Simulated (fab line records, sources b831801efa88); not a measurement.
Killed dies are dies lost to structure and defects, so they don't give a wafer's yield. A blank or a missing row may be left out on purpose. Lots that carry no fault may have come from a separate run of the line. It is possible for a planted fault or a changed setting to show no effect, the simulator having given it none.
Which of the tools did it?	flow sky130	Sampling: 14 lots, 42 wafers, 4 of 708 route steps

== WHAT THE GAUGES READ, wafer by wafer ==
SKY_LI_CONTACT_OVL_MEAS_13.
lot	measured	on	LI_CONTACT_OVL (nm)
L752	day 29 12:46	overlay-02	0 4 0
L758	day 31 17:08	overlay-02	-3 -3 -4
L759	day 31 18:08	overlay-02	1 1 0
L762	day 32 13:08	overlay-01	-2 -5 -5
L763	day 32 19:30	overlay-02	4 6 11
L764	day 33 05:28	overlay-02	6 10 7
L765	day 33 17:17	overlay-02	-4 -5 0
L767	day 34 07:56	overlay-02	3 4 3
L769	day 34 19:37	overlay-02	-3 -1 0
L770	day 35 05:13	overlay-02	-2 0 4
L771	day 35 08:22	overlay-01	4 1 2
L772	day 35 18:59	overlay-02	3 -1 1
L773	day 36 01:53	overlay-02	-4 -9 -4
L774	day 36 18:17	overlay-02	-2 -5 -3

SKY_LOCAL_INTERCONNECT_THK_MEAS_02: measures by xrf.
lot	measured	on	LOCAL_INTERCONNECT_TIN_THK (nm)
L752	day 29 14:10	film metro-04	102.4 100.7 100.8
L758	day 31 18:41	film metro-03	100.4 100.3 100.5
L759	day 31 19:32	film metro-02	103.6 103.1 101.9
L762	day 32 14:31	film metro-02	102.2 99.1 100.1
L763	day 32 20:53	film metro-04	99.8 100.4 100.0
L764	day 33 06:52	film metro-03	100.2 98.6 99.2
L765	day 33 18:41	film metro-02	103.2 102.3 102.9
L767	day 34 09:20	film metro-03	102.8 103.1 102.7
L769	day 34 21:01	film metro-04	101.4 101.2 100.5
L770	day 35 06:37	film metro-02	100.7 101.7 100.7
L771	day 35 09:46	film metro-04	101.0 100.2 100.9
L772	day 35 20:23	film metro-02	102.0 102.4 102.4
L773	day 36 03:17	film metro-03	101.6 102.2 101.3
L774	day 36 19:41	film metro-03	100.3 100.3 100.5

== TOOL THAT RAN EACH LOT (tool first, then ch and the chambers of the sampled wafers, then the start) ==
lot	SKY_VT_ADJUST_HVTP_PEB_05	SKY_LI_CONTACT_ETCH_15
L752	litho track-02 ch 0, day 6 10:10	rie diel-01 ch 1,2,3, day 29 12:51
L758	litho track-01 ch 0, day 7 21:24	rie diel-03 ch 0,1,3, day 31 17:12
L759	litho track-02 ch 0, day 8 04:02	rie diel-01 ch 0,1,2, day 31 18:12
L762	litho track-01 ch 0, day 8 23:07	rie diel-03 ch 2,3, day 32 13:13
L763	litho track-01, day 9 04:58	rie diel-04 ch 1,2,3, day 32 19:35
L764	litho track-02, day 9 10:19	rie diel-04 ch 1,2,3, day 33 05:33
L765	litho track-04 ch 0, day 9 19:42	rie diel-04 ch 0,1, day 33 17:22
L767	litho track-02 ch 0, day 10 09:29	rie diel-01 ch 0,1,2, day 34 08:00
L769	litho track-01 ch 0, day 10 20:07	rie diel-04 ch 1,2,3, day 34 19:42
L770	litho track-01 ch 0, day 10 23:13	rie diel-04 ch 0,3, day 35 05:18
L771	litho track-04 ch 0, day 11 03:14	rie diel-04 ch 0,1,3, day 35 08:27
L772	litho track-01 ch 0, day 11 08:16	rie diel-03 ch 0,2,3, day 35 19:04
L773	litho track-04 ch 0, day 11 14:42	rie diel-01 ch 2,3, day 36 01:58
L774	litho track-02 ch 0, day 12 18:13	rie diel-03 ch 0,1,2, day 36 18:21
- SKY_VT_ADJUST_HVTP_PEB_05
- SKY_LI_CONTACT_ETCH_15: etches PSG in C4F8/O2/Ar, stops on Si, target depth 600 nm.

== WHAT THE TOOLS THEMSELVES READ (means of the sampled wafers that have a number; where no wafer has one, the mark that the record gives instead) ==
SKY_VT_ADJUST_HVTP_PEB_05.
lot	tool	exhaust pa (Pa)
L752	litho track-02	45.2
L758	litho track-01	43.7
L759	litho track-02	43.5
L762	litho track-01	44.3
L763	litho track-01	-
L764	litho track-02	-
L765	litho track-04	44.2
L767	litho track-02	44.4
L769	litho track-01	45.6
L770	litho track-01	45.5
L771	litho track-04	46.0
L772	litho track-01	45.5
L773	litho track-04	45.7
L774	litho track-02	43.7

SKY_LI_CONTACT_ETCH_15.
lot	tool	oes product au (a.u.)
L752	rie diel-01	0.839
L758	rie diel-03	0.836
L759	rie diel-01	0.839
L762	rie diel-03	0.836
L763	rie diel-04	0.832
L764	rie diel-04	0.836
L765	rie diel-04	0.835
L767	rie diel-01	0.838
L769	rie diel-04	0.839
L770	rie diel-04	0.835
L771	rie diel-04	0.839
L772	rie diel-03	0.838
L773	rie diel-01	0.841
L774	rie diel-03	0.833

== THE ANSWER, worked out from the rows above alone ==
Rule: what is usual is taken from the lots themselves. The widest of any qualifying gaps counts: lots, ordered by their means at a reading, are off when they make up no more than a third of the lots, leave a main group of 4 or more, and stand apart from it by 3 or more times the standard deviation of that group's means. A main group is skipped when, at the precision printed for the reading in the tables above, its means are all equal. Also off: a lot with no number at a reading for which 4 or more lots have one. Where the step has rows for the other lots, those lots are counted as sound. Order of review: gauges by route order, followed by the tools' own readings, for which a lot's mean as printed above is used. The first step at which some lot is off is used, and at that step the reading that is off furthest; a lot without a number counts as furthest.
Off at SKY_VT_ADJUST_HVTP_PEB_05 (exhaust pa): L763, L764. Without a number there: L763, L764. Main group: mean 44.8 Pa, sd 0.86.
A tool fits if, at that step or a process step before it, it ran every lot that is off, and no sound lot after the first of them. None of those tried fits.

== WHAT WAS PUT IN BY THE SIMULATOR ==
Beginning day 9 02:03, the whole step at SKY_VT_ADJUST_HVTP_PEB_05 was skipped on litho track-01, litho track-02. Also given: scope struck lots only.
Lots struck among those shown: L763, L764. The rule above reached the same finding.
